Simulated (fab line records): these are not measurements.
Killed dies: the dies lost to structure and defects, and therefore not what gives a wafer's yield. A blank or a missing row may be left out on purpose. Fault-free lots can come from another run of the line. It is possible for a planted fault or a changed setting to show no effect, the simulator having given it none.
A lot that was struck, set against a sound lot	flow sky130	20 out of 708 route steps
Sound: wafers L732.2, L732.3, L732.4. Struck: wafers L745.2, L745.3, L745.4. The cause comes at the end.
At each step with rows: each side's tool, then ch and its chambers, then its first start. Under that, the readings that differ: sound wafers	struck wafers	difference of the means	sigmas: that difference in standard deviations of wafers without a fault.
alike: readings with means less than 2 such deviations apart, plus words and numbers identical on both sides. not compared: withheld readings, readings lacking a value on some wafer, bounds such as >300 that could conceal the same value, and numbers that have no deviation in the record and whose values overlap.
Wherever a step has rows on one side only, a row that says differs or no value, or a row with sigmas, the two part there. Numbers that don't overlap but have no deviation are shown without sigmas and don't part them. Lack of a reading on every wafer of one side parts them only where that side has two or more wafers.

SKY_FIELD_ISO_BOW_MEAS_00:
  sound on film metro-01 at day 1 20:01; struck on film metro-03 at day 4 13:01
  alike: INCOMING_BOW
then, 1 step without rows for these wafers: SKY_FIELD_ISO_OXIDATION_01 (stabilise 600 s, purge 300 s, target thk 12 nm).
SKY_FIELD_ISO_THK_MEAS_02:
  sound on film metro-03 at day 1 21:39; struck on film metro-04 at day 4 17:04
  alike: FIELD_ISO_OXIDATION_00_THK
then, 1 step without rows for these wafers: SKY_FIELD_ISO_CVD_03 (deposits Si3N4 from DCS/NH3, target thk 165 nm, time 2830 s).
SKY_FIELD_ISO_THK_MEAS_04:
  sound on film metro-04 at day 2 01:37; struck on film metro-01 at day 4 20:13
  alike: FIELD_ISO_CVD_03_THK
then, 5 steps without rows for these wafers: SKY_FIELD_ISO_DEHYDRATE_05 (time 60 s); SKY_FIELD_ISO_HMDS_06 (prime time 60 s); SKY_FIELD_ISO_COAT_07 (resist thk 60 nm); SKY_FIELD_ISO_COAT_08 (resist thk 450 nm); SKY_FIELD_ISO_SOFTBAKE_09 (time 90 s).
SKY_FIELD_ISO_EXPOSE_10: exposes mask FOM, target cd 150 nm.
  sound on krf scanner-01 ch 0, day 2 09:35; struck on krf scanner-02 ch 0, day 5 04:24
reading	sound	struck	difference	sigmas
mask	FOM#0 FOM#0 FOM#0	FOM_R1#0 FOM_R1#0 FOM_R1#0	differs	
then, 2 steps without rows for these wafers: SKY_FIELD_ISO_PEB_11; SKY_FIELD_ISO_DEVELOP_12 (develop time 60 s).
SKY_FIELD_ISO_CD_MEAS_13: target cd 150 nm.
  sound on cd sem-02 at day 2 17:01; struck on cd sem-01 at day 5 12:58
reading	sound	struck	difference	sigmas
cd nm (nm)	148.8 148.3 149.3	130.0 129.8 131.7	-18.3	-13
SKY_FIELD_ISO_ETCH_14: etches BARC in N2/H2, stops on SiO2, time 45.9 s, target depth 60 nm.
  sound on rie diel-02 ch 0,1,2, day 2 17:07; struck on rie diel-01 ch 0,2,3, day 5 13:04
reading	sound	struck	difference	sigmas
model.FIELD_ISO.cd nm (nm)	148.5 147.9 149.1	130.8 129.6 132	-17.7	
  alike: drypump motor current A, oes product au, throttle valve pct
  not compared: rf hours counter h
SKY_FIELD_ISO_ETCH_15: etches the open film in CHF3/O2, stops on Si, target depth 180 nm, time 72 s.
  sound on rie diel-02 ch 0,1,2, day 2 17:09; struck on rie diel-01 ch 0,2,3, day 5 13:06
  alike: drypump motor current A, oes product au, throttle valve pct
  not compared: rf hours counter h
SKY_FIELD_ISO_STRIP_16: strips in O2/N2.
  sound on plasma asher-03 ch 0,1, day 2 17:13; struck on plasma asher-01 ch 0,1, day 5 13:10
  alike: drypump motor current A, oes product au, strip time to endpoint s
  not compared: rf hours counter h
SKY_FIELD_ISO_ETCH_17: etches Si in HBr/Cl2/O2, target depth 342 nm, time 97.7 s.
  sound on rie si-02 ch 1,2,3, day 2 17:19; struck on rie si-01 ch 0,1,2, day 5 13:16
reading	sound	struck	difference	sigmas
model.FIELD_ISO.cd nm (nm)	148.4 147.9 149.1	130.6 130.1 132	-17.6	
  alike: drypump motor current A, oes product au, throttle valve pct
  not compared: rf hours counter h
then, 1 step without rows for these wafers: SKY_FIELD_ISO_WET_ETCH_18 (etches Si3N4 in H3PO4, target depth 25 nm, time 286 s).
-- the record jumps here: 44 days lie between the struck wafers' starts before and after (it left off in module FIELD_ISO and takes up again in module PAD_OPEN, whose first step shown is number 708 of the route) --
SKY_PAD_OPEN_PROBE_99:
  sound on prober-02 at day 46 01:29; struck on prober-01 at day 49 09:45
reading	sound	struck	difference	sigmas
killed at front end	14 6 16	34 34 27	+20	+5
model.etest.pfet g5v0d10v5.r on ohm um	4799 4878 4853	4974 5013 4891	+116	
model.etest.res pdiff.line ohm um	1409 1402 1407	1590 1600 1569	+180	
model.etest.res ndiff.line ohm um	758.9 768.6 755.5	863.5 856 849.9	+95.5	
model.etest.sram nfet pass.drive ua um	454.6 474.9 480	416.4 434.8 430.7	-42.5	
model.etest.res pdiff.width nm (nm)	142.9 142.1 143.1	124.3 124 125.6	-18.1	
model.etest.res ndiff.width nm (nm)	155.9 155.9 155.7	136.7 137.5 138.4	-18.3	
model.etest.sram pfet latch.drive ua um	141.4 134.4 137.6	121.8 124.3 124	-14.4	
  alike: killed_at_M0_to_M3, killed_at_M4_up, killed at contacts, killed at other, killed dies, killed open, killed short
  not compared: model.etest.sonos uncharged.r on ohm um

== WHERE THEY PART ==
Last at SKY_PAD_OPEN_PROBE_99 as far as this record goes, first at SKY_FIELD_ISO_EXPOSE_10.

WHY: whatever the simulator had introduced
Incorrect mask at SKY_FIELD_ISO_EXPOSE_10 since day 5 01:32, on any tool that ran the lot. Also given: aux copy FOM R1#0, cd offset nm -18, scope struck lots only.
